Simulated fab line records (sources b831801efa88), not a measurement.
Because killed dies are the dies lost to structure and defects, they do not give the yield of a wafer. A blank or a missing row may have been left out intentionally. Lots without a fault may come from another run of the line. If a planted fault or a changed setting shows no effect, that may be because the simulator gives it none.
fab line records	flow sky130
record: lots: 5	wafers: 15	last_day: 50
route steps=708 shown LOCAL_INTERCONNECT@394 CONTACT@406 PAD_OPEN@708
lots that met no fault: from a run of the same line without faults
start_h: hours from the record's first day to the start of the lot's first wafer shown	wait_h: how many hours have passed since the lot's step before this one	" identical to the entry in the row above	L1.1+2: one row covering several wafers at once	- no value, or no start given	* or withheld: withheld	< > ~ a bound
route shown NAME@n: a module of which the file shows steps, and the number in the route of the first	usual: the fault-free wafers' mean and standard deviation	same: alike in all rows	chamber/n: place in a boat	sites: each site's reading	_std_site: standard deviation of those values	_edge_site: the outer-site mean with the inner-site mean subtracted	radius_mm: for every site, how far away it sits from the centre of the wafer	mask NAME#n: copy n	behind: tool/chamber where the wafer was last shaped	hold: why the lot went on hold/how many hours it stayed there/how the hold came to an end	device: names the non-switching transistor (n, p or np)	end of line: tests of these same wafers at the route's end	a step without rows: its recipe alone	killed: not the wafer's yield, but the dies lost to structure and defects at the first sort	map: dies across one wafer; x = killed, . = not, _ = none there
set.NAME: the setting the step ran with; set.NAME@STEP: the setting that earlier step ran with	model.NAME: the simulator's own value behind a step, which no gauge read
lots at some steps of the route; a table a step, a row a wafer
services: from which hour (start_h, from the record's first day; less than 0 if before it) a tool's chamber was out of use, for how many hours, and why
== steps ==
step: SKY_LOCAL_INTERCONNECT_SOFTBAKE_07
recipe: temp_c: 100	time_s: 90	resist: KrF-thick
step: SKY_LOCAL_INTERCONNECT_EXPOSE_08
recipe: mask_id: LI1M	na: 0.8	source_shape: annular	sigma_inner: 0.55	sigma_outer: 0.85	target_cd_nm: 170	dose_mj: 28
step: SKY_LOCAL_INTERCONNECT_PEB_09
recipe: peb_temp_c: withheld	peb_time_s: withheld	resist: KrF-thick
step: SKY_LOCAL_INTERCONNECT_DEVELOP_10
recipe: develop_time_s: 60	resist: KrF-thick	dev_temp_c: 21
step: SKY_LOCAL_INTERCONNECT_CD_MEAS_11
recipe: target_cd_nm: 170
usual: cd_nm: 169.7/1.2
lot.wafer	tool	chamber	start_h	wait_h	cd_nm
L973.1	cd_sem-01	-	740.02	-	168.2
L973.3	"	-	"	"	169.6
L973.6	"	-	"	"	166.9
L975.1	cd_sem-02	-	765.24	-	169.1
L975.2	"	-	"	"	169.1
L975.6	"	-	"	"	169.6
L980.1	cd_sem-02	-	791.22	-	169.3
L980.2	"	-	"	"	168.3
L980.3	"	-	"	"	168.7
L982.3	cd_sem-02	-	812.01	-	168.7
L982.5	"	-	"	"	169.1
L982.6	"	-	"	"	169.2
L992.4	cd_sem-01	-	874.39	-	170.6
L992.5	"	-	"	"	170.4
L992.6	"	-	"	"	169.4
step: SKY_LOCAL_INTERCONNECT_OVL_MEAS_12
usual: LOCAL_INTERCONNECT_OVL: 0/5.4
lot.wafer	tool	chamber	start_h	wait_h	LOCAL_INTERCONNECT_OVL[nm]
L973.1	overlay-02	-	740.14	0.1	13
L973.3	"	-	"	"	12
L973.6	"	-	"	"	5
L975.1	overlay-01	-	765.36	0.1	-10
L975.2	"	-	"	"	-7
L975.6	"	-	"	"	-8
L980.1	overlay-01	-	791.34	0.1	0
L980.2	"	-	"	"	-7
L980.3	"	-	"	"	-2
L982.3	overlay-01	-	812.10	0.1	7
L982.5	"	-	"	"	-2
L982.6	"	-	"	"	1
L992.4	overlay-01	-	874.47	0.1	-13
L992.5	"	-	"	"	-8
L992.6	"	-	"	"	-4
step: SKY_LOCAL_INTERCONNECT_ETCH_13
recipe: chemistry: N2/H2	target: BARC	ion_energy_ev: 200	bias_w: 100	pressure_mtorr: 30	n2_flow_sccm: 100	h2_flow_sccm: 200	icp_w: 500	stop_on: SiO2	time_s: 45.9	target_depth_a: 600
usual: drypump_motor_current_A: 5.9/0.63	he_backside_leak_sccm: 3.37/0.18	oes_product_au: 0.850/0.0046	throttle_valve_pct: 13.225/0.0088
lot.wafer	tool	chamber	start_h	wait_h	drypump_motor_current_A	he_backside_leak_sccm	oes_product_au	rf_hours_counter_h	throttle_valve_pct
L973.1	rie_metal-01	1	740.17	0.0	5.9	3.38	0.859	15	13.236
L973.3	"	0	"	"	5.7	3.31	0.849	-	13.222
L973.6	"	0	"	"	5.7	3.27	0.855	-	13.227
L975.1	rie_metal-01	0	765.39	0.0	5.7	3.39	0.848	1	13.233
L975.2	"	0	"	"	5.7	3.37	0.840	-	13.214
L975.6	"	0	"	"	5.7	3.43	0.849	-	13.231
L980.1	rie_metal-02	1	791.37	0.0	5.8	3.44	0.846	3	13.208
L980.2	"	0	"	"	6.8	3.30	0.858	8	13.217
L980.3	"	1	"	"	5.7	3.42	0.853	-	13.222
L982.3	rie_metal-04	0	812.15	0.0	4.8	3.33	0.854	-	13.218
L982.5	"	1	"	"	6.5	3.63	0.844	-	13.207
L982.6	"	0	"	"	4.8	3.37	0.850	-	13.229
L992.4	rie_metal-04	0	874.51	0.0	4.7	3.29	0.848	-	13.199
L992.5	"	0	"	"	4.8	3.59	0.849	-	13.225
L992.6	"	1	"	"	6.5	3.42	0.857	-	13.222
step: SKY_LOCAL_INTERCONNECT_METAL_ETCH_14
recipe: target_depth_nm: 110	stop_on: PSG	chemistry: Cl2/BCl3	target: TiN	resist_sidewall_deg: 88	pressure_mtorr: 10	icp_w: 900	bias_w: 48.5	Cl2_flow_sccm: 60	bcl3_flow_sccm: 30	time_s: 31.4
usual: drypump_motor_current_A: 5.9/0.63	he_backside_leak_sccm: 3.34/0.3	oes_product_au: 0.941/0.0084	throttle_valve_pct: 21.900/0.01
lot.wafer	tool	chamber	start_h	wait_h	drypump_motor_current_A	he_backside_leak_sccm	oes_product_au	rf_hours_counter_h	throttle_valve_pct
L973.1	rie_metal-01	1	740.24	0.0	5.9	3.30	0.940	15	21.899
L973.3	"	0	"	"	5.7	3.33	0.946	-	21.886
L973.6	"	0	"	"	5.7	3.35	0.944	-	21.905
L975.1	rie_metal-01	0	765.52	0.1	5.7	3.36	0.940	1	21.918
L975.2	"	0	"	"	5.7	3.50	0.936	-	21.898
L975.6	"	0	"	"	5.7	3.34	0.943	-	21.896
L980.1	rie_metal-02	1	791.44	0.0	5.7	3.84	0.938	3	21.911
L980.2	"	0	"	"	6.7	3.10	0.936	8	21.890
L980.3	"	1	"	"	5.7	3.52	0.933	-	21.898
L982.3	rie_metal-04	0	812.20	0.0	4.7	3.15	0.945	-	21.903
L982.5	"	1	"	"	6.5	3.40	0.949	-	21.905
L982.6	"	0	"	"	4.8	3.30	0.943	-	21.914
L992.4	rie_metal-04	0	874.57	0.0	4.8	3.48	0.937	-	21.906
L992.5	"	0	"	"	4.8	3.46	0.938	-	21.900
L992.6	"	1	"	"	6.5	3.23	0.942	-	21.903
step: SKY_LOCAL_INTERCONNECT_STRIP_15
recipe: chemistry: O2/N2	power_w: 1400	pressure_mtorr: 1500	platen_temp_c: withheld	o2_flow_sccm: 3000	n2_flow_sccm: 300	overash_fraction: 0.5
usual: drypump_motor_current_A: 6.0/0.31	oes_product_au: 0.428/0.0046	strip_time_to_endpoint_s: 4.722/0.016
lot.wafer	tool	chamber	start_h	wait_h	drypump_motor_current_A	oes_product_au	rf_hours_counter_h	strip_time_to_endpoint_s
L973.1	plasma_asher-03	1	740.29	0.0	6.0	0.420	60	4.722
L973.3	"	0	"	"	6.2	0.420	-	4.715
L973.6	"	0	"	"	6.1	0.425	-	4.712
L975.1	plasma_asher-02	0	765.62	0.1	6.4	0.419	2	4.694
L975.2	"	1	"	"	5.5	0.432	2	4.703
L975.6	"	1	"	"	5.5	0.423	-	4.710
L980.1	plasma_asher-02	0	791.49	0.0	6.4	0.427	5	4.722
L980.2	"	1	"	"	5.5	0.421	5	4.713
L980.3	"	1	"	"	5.5	0.431	-	4.723
L982.3	plasma_asher-01	1	812.27	0.1	5.7	0.432	-	4.742
L982.5	"	0	"	"	5.7	0.427	-	4.730
L982.6	"	1	"	"	5.7	0.424	-	4.716
L992.4	plasma_asher-02	1	874.63	0.1	5.5	0.429	-	4.716
L992.5	"	1	"	"	5.5	0.428	-	4.719
L992.6	"	0	"	"	6.4	0.429	-	4.746
step: SKY_LOCAL_INTERCONNECT_STRIP_16
recipe: chemistry: post_etch_residue_remover	time_s: 1200	temp_c: 72.5
step: SKY_LOCAL_INTERCONNECT_CLEAN_17
recipe: chemistry: IPA	time_s: 180	temp_c: 25
step: SKY_LOCAL_INTERCONNECT_CLEAN_18
recipe: chemistry: O3/DIW	dry: n2_spin
step: SKY_CONTACT_CVD_00
recipe: material: Si3N4	target_thk_nm: 75	temp_c: 400	time_s: withheld	rf_w: 450
usual: heater_power_w: 709/96	susceptor_temp_C: 399.99/0.23
lot.wafer	tool	chamber	start_h	wait_h	heater_power_w	susceptor_temp_C	model.Si3N4_of_CONTACT_CVD_00.thk_nm
L973.1	pecvd-03	1	740.88	0.0	606	399.87	74.65
L973.3	"	0	"	"	584	399.95	73.48
L973.6	"	0	"	"	586	399.67	74.69
L975.1	pecvd-04	1	766.21	0.0	681	400.19	75.46
L975.2	"	2	"	"	686	399.69	75.97
L975.6	"	1	"	"	699	400.18	75.77
L980.1	pecvd-02	1	792.08	0.0	930	400.32	74.29
L980.2	"	0	"	"	793	400.29	75.03
L980.3	"	2	"	"	711	400.18	75.89
L982.3	pecvd-03	1	812.87	0.0	640	399.61	74.97
L982.5	"	0	"	"	593	-	71.6
L982.6	"	1	"	"	633	399.85	75.1
L992.4	pecvd-02	2	875.55	0.0	716	399.86	74.65
L992.5	"	0	"	"	773	400.06	73.86
L992.6	"	1	"	"	899	400.45	74.84
step: SKY_CONTACT_THK_MEAS_01
recipe: reads: Si3N4_of_CONTACT_CVD_00
usual: CONTACT_CVD_00_THK: 75.2/0.98
lot.wafer	tool	chamber	start_h	wait_h	CONTACT_CVD_00_THK[nm]
L973.1	film_metro-02	-	740.92	-	74.7
L973.3	"	-	"	"	73.5
L973.6	"	-	"	"	74.7
L975.1	film_metro-02	-	766.25	-	75.4
L975.2	"	-	"	"	76.0
L975.6	"	-	"	"	75.8
L980.1	film_metro-03	-	792.11	-	74.2
L980.2	"	-	"	"	75.0
L980.3	"	-	"	"	75.9
L982.3	film_metro-04	-	812.93	-	75.0
L982.5	"	-	"	"	71.6
L982.6	"	-	"	"	75.1
L992.4	film_metro-03	-	875.60	-	74.7
L992.5	"	-	"	"	73.9
L992.6	"	-	"	"	74.8
step: SKY_CONTACT_HDPCVD_02
recipe: material: SiO2	target_thk_nm: 565	sigma_open_frac: 0.3	time_s: 94.2	temp_c: 600	sih4_flow_sccm: 60	pressure_mtorr: 6
step: SKY_CONTACT_THK_MEAS_03
recipe: reads: SiO2_of_CONTACT_HDPCVD_02
usual: CONTACT_HDPCVD_THK: 564/5.1
lot.wafer	tool	chamber	start_h	wait_h	CONTACT_HDPCVD_THK[nm]
L973.1	film_metro-03	-	741.05	0.0	557
L973.3	"	-	"	"	559
L973.6	"	-	"	"	559
L975.1	film_metro-03	-	766.41	0.1	570
L975.2	"	-	"	"	561
L975.6	"	-	"	"	565
L980.1	film_metro-04	-	792.24	0.0	556
L980.2	"	-	"	"	565
L980.3	"	-	"	"	565
L982.3	film_metro-03	-	813.06	0.1	563
L982.5	"	-	"	"	569
L982.6	"	-	"	"	570
L992.4	film_metro-02	-	875.73	0.0	564
L992.5	"	-	"	"	558
L992.6	"	-	"	"	559
step: SKY_CONTACT_CMP_04
recipe: material: SiO2	down_force_psi: 4	platen_rpm: 60	pad_velocity_m_s: 0.94248
usual: head_pressure_psi: 4.000/0.0079	motor_current_A: 11.9/1.4	retaining_ring_pressure_frac: 1.000/0.005	time_to_endpoint_s: 83/4.8
lot.wafer	tool	chamber	start_h	wait_h	head_pressure_psi	motor_current_A	retaining_ring_pressure_frac	time_to_endpoint_s
L973.1	cmp-02	1	741.11	0.1	4.001	14.7	1.001	82
L973.3	"	3	"	"	4.006	10.9	1.001	86
L973.6	"	2	"	"	4.005	12.5	1.006	88
L975.1	cmp-02	2	766.57	0.1	3.990	12.9	1.005	94
L975.2	"	3	"	"	4.006	10.7	1.007	88
L975.6	"	0	"	"	4.002	10.7	1.002	91
L980.2	cmp-01	1	792.30	0.0	4.001	11.7	1.004	82
L980.1	"	3	"	"	3.994	13.0	1.001	80
L980.3	"	0	"	"	3.988	12.6	0.998	82
L982.3	cmp-01	2	813.25	0.2	4.004	9.4	0.997	75
L982.5	"	3	"	"	4.006	12.5	0.995	84
L982.6	"	0	"	"	4.020	12.5	1.003	80
L992.4	cmp-01	2	875.86	0.1	3.998	9.3	0.996	79
L992.5	"	0	"	"	4.006	12.6	0.992	76
L992.6	"	1	"	"	3.986	11.6	0.998	79
step: SKY_CONTACT_BOW_MEAS_05
recipe: mode: bow
usual: CONTACT_BOW: 82/6.2
lot.wafer	tool	chamber	start_h	wait_h	CONTACT_BOW[um]
L973.1	film_metro-03	-	741.41	0.2	86
L973.3	"	-	"	"	88
L973.6	"	-	"	"	79
L975.1	film_metro-04	-	766.77	0.1	93
L975.2	"	-	"	"	92
L975.6	"	-	"	"	75
L980.1	film_metro-03	-	792.60	0.1	72
L980.2	"	-	"	"	82
L980.3	"	-	"	"	82
L982.3	film_metro-03	-	813.44	0.1	78
L982.5	"	-	"	"	84
L982.6	"	-	"	"	81
L992.4	film_metro-02	-	876.12	0.2	73
L992.5	"	-	"	"	83
L992.6	"	-	"	"	75
step: SKY_CONTACT_DEHYDRATE_06
recipe: temp_c: 200	time_s: 60
step: SKY_CONTACT_HMDS_07
recipe: prime_time_s: 60	prime_temp_c: 120
step: SKY_CONTACT_COAT_08
recipe: resist: BARC	temp_c: withheld	time_s: withheld	spin_rpm: 3000	resist_thk_nm: 60
step: SKY_CONTACT_COAT_09
recipe: resist: KrF-thick	spin_rpm: 3000	resist_thk_nm: 450
step: SKY_CONTACT_SOFTBAKE_10
recipe: temp_c: 100	time_s: 90	resist: KrF-thick
step: SKY_CONTACT_EXPOSE_11
recipe: mask_id: CTM1	na: 0.8	source_shape: annular	sigma_inner: 0.55	sigma_outer: 0.85	target_cd_nm: 170	dose_mj: 38
step: SKY_CONTACT_PEB_12
recipe: peb_temp_c: withheld	peb_time_s: withheld	resist: KrF-thick
step: SKY_CONTACT_DEVELOP_13
recipe: develop_time_s: 57.99	resist: KrF-thick	dev_temp_c: 21
step: SKY_CONTACT_CD_MEAS_14
recipe: target_cd_nm: 170
usual: cd_nm: 170.2/1.4
lot.wafer	tool	chamber	start_h	wait_h	cd_nm
L973.1	cd_sem-01	-	767.81	-	170.5
L973.3	"	-	"	"	170.6
L973.6	"	-	"	"	168.8
L975.1	cd_sem-01	-	794.02	-	170.2
L975.2	"	-	"	"	169.8
L975.6	"	-	"	"	170.2
L980.1	cd_sem-01	-	818.81	-	169.9
L980.2	"	-	"	"	171.3
L980.3	"	-	"	"	171.1
L982.3	cd_sem-02	-	839.28	-	172.5
L982.5	"	-	"	"	172.4
L982.6	"	-	"	"	173.3
L992.4	cd_sem-01	-	901.70	-	169.4
L992.5	"	-	"	"	169.8
L992.6	"	-	"	"	169.3
step: SKY_CONTACT_OVL_MEAS_15
usual: CONTACT_OVL: -3/6.9
lot.wafer	tool	chamber	start_h	wait_h	CONTACT_OVL[nm]
L973.1	overlay-01	-	767.93	0.1	-7
L973.3	"	-	"	"	-10
L973.6	"	-	"	"	-7
L975.1	overlay-02	-	794.14	0.1	1
L975.2	"	-	"	"	-7
L975.6	"	-	"	"	-6
L980.1	overlay-02	-	818.93	0.1	1
L980.2	"	-	"	"	-2
L980.3	"	-	"	"	-7
L982.3	overlay-01	-	839.37	0.1	-4
L982.5	"	-	"	"	-2
L982.6	"	-	"	"	-6
L992.4	overlay-02	-	901.78	0.1	-4
L992.5	"	-	"	"	-9
L992.6	"	-	"	"	-7
step: SKY_CONTACT_ETCH_16
recipe: chemistry: N2/H2	target: BARC	ion_energy_ev: 200	source_w: 500	bias_w: 100	pressure_mtorr: 30	n2_flow_sccm: 100	h2_flow_sccm: 200	stop_on: SiO2	time_s: 45.9	target_depth_a: 600
usual: drypump_motor_current_A: 5.7/0.52	oes_product_au: 0.854/0.0048	throttle_valve_pct: 13.226/0.0094
lot.wafer	tool	chamber	start_h	wait_h	drypump_motor_current_A	oes_product_au	rf_hours_counter_h	throttle_valve_pct
L973.1	rie_diel-04	2	767.97	0.0	4.8	0.853	9	13.206
L973.3	"	3	"	"	5.8	0.858	23	13.227
L973.6	"	1	"	"	4.9	0.859	-	13.234
L975.1	rie_diel-04	2	794.17	0.0	4.8	0.858	10	13.233
L975.2	"	3	"	"	5.8	0.859	24	13.224
L975.6	"	2	"	"	4.8	0.850	-	13.221
L980.1	rie_diel-04	0	818.97	0.0	5.6	0.854	10	13.228
L980.2	"	3	"	"	5.9	0.849	25	13.240
L980.3	"	1	"	"	4.9	0.856	16	13.220
L982.3	rie_diel-04	2	839.39	0.0	4.8	0.848	11	13.215
L982.5	"	0	"	"	5.6	0.855	-	13.231
L982.6	"	2	"	"	4.8	0.862	-	13.230
L992.4	rie_diel-03	2	901.82	0.0	6.0	0.854	-	13.222
L992.5	"	0	"	"	6.4	0.854	-	13.224
L992.6	"	1	"	"	6.0	0.849	-	13.236
step: SKY_CONTACT_ETCH_17
recipe: target: SiO2	chemistry: C4F8/O2/Ar	stop_on: Si3N4	mask_material: KrF-thick	source_w: 1500	bias_w: 1200	pressure_mtorr: 40	c4f8_flow_sccm: withheld	O2_flow_sccm: 6	Ar_flow_sccm: 300	time_s: withheld	target_depth_a: 3400
step: SKY_CONTACT_ETCH_18
recipe: target: Si3N4	chemistry: CHF3/O2	stop_on: TiN	source_w: 600	bias_w: 200	pressure_mtorr: 40	chf3_flow_sccm: 50	O2_flow_sccm: 5	time_s: 39	target_depth_a: 750
usual: drypump_motor_current_A: 5.7/0.51	oes_product_au: 0.856/0.0074	throttle_valve_pct: 8.794/0.0098
lot.wafer	tool	chamber	start_h	wait_h	drypump_motor_current_A	oes_product_au	rf_hours_counter_h	throttle_valve_pct	model.etch.depth_nm
L973.1	rie_diel-04	2	-	-	4.8	0.854	9	8.790	74.65
L973.3	"	3	"	"	5.8	0.846	23	8.807	73.48
L973.6	"	1	"	"	4.9	0.850	-	8.788	74.69
L975.1	rie_diel-04	2	-	-	4.8	0.858	10	8.800	75.46
L975.2	"	3	"	"	5.8	0.859	24	8.790	75.97
L975.6	"	2	"	"	4.7	0.859	-	8.793	75.77
L980.1	rie_diel-04	0	-	-	5.6	0.857	10	8.778	74.29
L980.2	"	3	"	"	5.8	0.856	25	8.802	75.03
L980.3	"	1	"	"	4.9	0.857	16	8.796	75.89
L982.3	rie_diel-04	2	-	-	4.8	0.854	11	8.809	74.97
L982.5	"	0	"	"	5.5	0.824	-	8.797	71.6
L982.6	"	2	"	"	4.8	0.849	-	8.793	75.1
L992.4	rie_diel-03	2	-	-	6.0	0.855	-	8.784	74.65
L992.5	"	0	"	"	6.4	0.848	-	8.793	73.86
L992.6	"	1	"	"	5.9	0.852	-	8.775	74.84
step: SKY_CONTACT_STRIP_19
recipe: chemistry: O2/N2	power_w: 1400	pressure_mtorr: 1500	platen_temp_c: withheld	o2_flow_sccm: 3000	n2_flow_sccm: 300	overash_fraction: 0.5
step: SKY_PAD_OPEN_PROBE_99
usual: killed_at_M0_to_M3: 43/7.6	killed_at_M4_up: 2.8/1.9	killed_at_contacts: 24/4.7	killed_at_front_end: 16/4.4	killed_at_other: 0.2/0.4	killed_dies: 86/9.9	killed_open: 47/8.2	killed_short: 39/6.3
same: gross_dies: 492	killed_at_back_side: 0
lot.wafer	tool	chamber	start_h	wait_h	killed_at_M0_to_M3	killed_at_M4_up	killed_at_contacts	killed_at_front_end	killed_at_other	killed_dies	killed_open	killed_short
L973.1	prober-01	-	1099.95	0.1	33	2	23	17	0	75	47	28
L973.3	prober-01	-	1100.05	0.2	48	0	14	18	0	80	39	41
L973.6	prober-01	-	1100.20	0.2	40	1	22	13	0	76	37	39
L975.1	prober-02	-	1121.15	0.1	48	3	19	4	0	74	42	32
L975.2	prober-02	-	1121.20	0.1	35	4	28	8	0	75	42	33
L975.6	prober-02	-	1121.40	0.2	43	3	27	16	0	89	44	45
L980.1	prober-02	-	1138.53	0.1	52	4	18	18	1	93	46	47
L980.2	prober-02	-	1138.58	0.1	41	0	20	16	0	77	41	36
L980.3	prober-02	-	1138.63	0.2	39	3	28	19	0	89	46	43
L982.3	prober-02	-	1156.69	0.2	36	5	30	19	0	90	41	49
L982.5	prober-02	-	1156.79	0.2	31	2	31	21	0	85	47	38
L982.6	prober-02	-	1156.84	0.2	43	2	35	15	0	95	52	43
L992.4	prober-02	-	1197.18	0.2	44	2	32	17	1	96	47	49
L992.5	prober-02	-	1197.23	0.2	50	1	29	13	0	93	48	45
L992.6	prober-02	-	1197.28	0.2	43	1	17	20	0	81	48	33
killed by level:class
L973.1 CONTACT:geometric_particle:open=9 VIA2:geometric_particle:open=8 LI_CONTACT:geometric_particle:open=7 VIA3:geometric_particle:open=7 METAL1:geometric_particle:short=5 FIELD_ISO:geometric_particle:open=4 POLY_GATE:geometric_particle:open=4 POLY_GATE:geometric_particle:short=4
L973.3 VIA2:geometric_particle:open=9 METAL2:geometric_particle:short=8 VIA1:geometric_particle:open=7 FIELD_ISO:geometric_particle:open=6 LI_CONTACT:geometric_particle:open=6 POLY_GATE:geometric_particle:short=5 VIA3:geometric_particle:open=5 CONTACT:geometric_particle:short=4
L973.6 CONTACT:geometric_particle:open=9 VIA1:geometric_particle:open=7 FIELD_ISO:geometric_particle:short=6 CONTACT:geometric_particle:short=6 VIA2:geometric_particle:open=5 VIA3:geometric_particle:open=5 VIA2:geometric_particle:short=4 METAL1:geometric_particle:short=4
L975.1 CONTACT:geometric_particle:open=10 VIA1:geometric_particle:open=9 VIA2:geometric_particle:open=7 METAL2:geometric_particle:short=6 METAL1:geometric_particle:short=6 VIA1:geometric_particle:short=5 LI_CONTACT:geometric_particle:open=4 METAL2:geometric_particle:open=4
L975.2 LI_CONTACT:geometric_particle:open=10 CONTACT:geometric_particle:short=6 VIA2:geometric_particle:open=6 CONTACT:geometric_particle:open=5 VIA1:geometric_particle:open=5 METAL1:geometric_particle:short=4 METAL2:geometric_particle:short=4 VIA3:geometric_particle:open=4
L975.6 CONTACT:geometric_particle:open=9 METAL1:geometric_particle:short=8 VIA1:geometric_particle:open=8 VIA2:geometric_particle:open=8 LI_CONTACT:geometric_particle:open=6 CONTACT:geometric_particle:short=6 FIELD_ISO:geometric_particle:short=5 VIA1:geometric_particle:short=5
L980.1 FIELD_ISO:geometric_particle:short=9 VIA2:geometric_particle:open=9 CONTACT:geometric_particle:open=9 METAL3:geometric_particle:short=9 VIA1:geometric_particle:open=8 METAL1:geometric_particle:short=6 VIA3:geometric_particle:open=6 LI_CONTACT:geometric_particle:open=5
L980.2 CONTACT:geometric_particle:open=9 METAL1:geometric_particle:short=9 VIA2:geometric_particle:open=8 METAL2:geometric_particle:short=7 LI_CONTACT:geometric_particle:open=6 FIELD_ISO:geometric_particle:open=5 VIA3:geometric_particle:open=5 FIELD_ISO:geometric_particle:short=3
L980.3 CONTACT:geometric_particle:open=9 POLY_GATE:geometric_particle:open=8 CONTACT:geometric_particle:short=7 VIA2:geometric_particle:open=7 METAL2:geometric_particle:short=7 LOCAL_INTERCONNECT:geometric_particle:short=6 VIA1:geometric_particle:open=5 METAL3:geometric_particle:short=5
L982.3 CONTACT:geometric_particle:open=9 METAL1:geometric_particle:short=9 LI_CONTACT:geometric_particle:open=8 POLY_GATE:geometric_particle:open=5 METAL2:geometric_particle:short=5 CONTACT:geometric_particle:short=5 FIELD_ISO:geometric_particle:short=4 VIA2:geometric_particle:open=4
L982.5 CONTACT:geometric_particle:open=12 FIELD_ISO:geometric_particle:open=7 LI_CONTACT:geometric_particle:open=7 VIA1:geometric_particle:open=6 VIA2:geometric_particle:open=5 FIELD_ISO:geometric_particle:short=4 METAL1:geometric_particle:short=4 LI_CONTACT:geometric_particle:short=4
L982.6 CONTACT:geometric_particle:open=16 VIA1:geometric_particle:open=9 CONTACT:geometric_particle:short=8 VIA2:geometric_particle:open=8 METAL1:geometric_particle:short=6 LI_CONTACT:geometric_particle:open=6 FIELD_ISO:geometric_particle:short=5 FIELD_ISO:geometric_particle:open=4
L992.4 CONTACT:geometric_particle:open=9 METAL1:geometric_particle:short=9 LI_CONTACT:geometric_particle:open=8 VIA1:geometric_particle:open=8 CONTACT:geometric_particle:short=7 FIELD_ISO:geometric_particle:open=5 VIA3:geometric_particle:short=5 VIA3:geometric_particle:open=5
L992.5 CONTACT:geometric_particle:open=11 VIA1:geometric_particle:open=10 METAL2:geometric_particle:short=9 CONTACT:geometric_particle:short=8 VIA3:geometric_particle:open=7 LOCAL_INTERCONNECT:geometric_particle:short=5 VIA1:geometric_particle:short=5 FIELD_ISO:geometric_particle:open=4
L992.6 VIA2:geometric_particle:open=9 VIA3:geometric_particle:open=8 VIA1:geometric_particle:open=7 FIELD_ISO:geometric_particle:short=6 CONTACT:geometric_particle:open=6 METAL2:geometric_particle:short=5 POLY_GATE:geometric_particle:short=4 LI_CONTACT:geometric_particle:open=4
== services ==
tool	chamber	start_h	hours	kind
rie_metal-01	-	719.03	1.1	repair
rie_metal-02	1	731.92	12.8	repair
plasma_asher-02	-	733.75	9.0	pm
rie_metal-04	1	735.77	13.5	repair
pecvd-03	-	738.09	0.8	repair
rie_diel-03	0	738.67	1.9	repair
cmp-01	-	744.00	4.0	pm
rie_diel-03	2	747.69	1.2	repair
cmp-01	-	748.00	8.8	pm
rie_metal-04	-	759.52	0.6	repair
rie_metal-04	-	763.95	1.3	repair
rie_diel-04	2	783.55	2.1	repair
pecvd-02	1	787.89	3.6	repair
plasma_asher-02	-	813.79	2.2	repair
cmp-01	-	814.65	0.2	repair
rie_metal-02	1	825.42	20.6	repair
rie_diel-04	3	829.69	25.2	repair
cmp-02	-	834.68	5.2	pm
cmp-02	-	850.21	0.8	repair
rie_diel-03	3	850.93	3.8	repair
rie_metal-02	-	874.85	1.4	pm
cmp-02	-	887.40	0.2	repair
rie_diel-03	3	896.14	11.1	repair
pecvd-02	-	901.62	0.8	repair
== key ==
first_sign: step: SKY_CONTACT_THK_MEAS_01	reading: CONTACT_CVD_00_THK	direction: down	sigmas: 3.7	usual: 75.2	struck: 71.6
effect: step: SKY_CONTACT_ETCH_18	reading: oes_product_au	direction: down	sigmas: 4.2	usual: 0.856	struck: 0.824
model_effect: step: SKY_CONTACT_CVD_00	value: Si3N4_of_CONTACT_CVD_00.thk_nm	without: 74.34	struck: 71.6
model_effect: step: SKY_CONTACT_ETCH_18	value: etch.depth_nm	without: 74.34	struck: 71.6
met_at SKY_CONTACT_CVD_00
struck_wafers L982.5
tester_left_out L982
onset_between 740.88 812.87
fault: kind: process_parameter_drift	tool: pecvd-03	chamber: 0	onset_h: 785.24	steps: SKY_CONTACT_CVD_00	channel: time_s	offset: withheld	shape: step	end_h: 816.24	acts_in: *
tester_left_out: of these lots the tester's yield and bins aren't shown, on N5 and GAA mostly nor the transistor test; their killed dies are dies lost to structure and defects alone, not to doping, threshold or leakage, so they don't give the yield
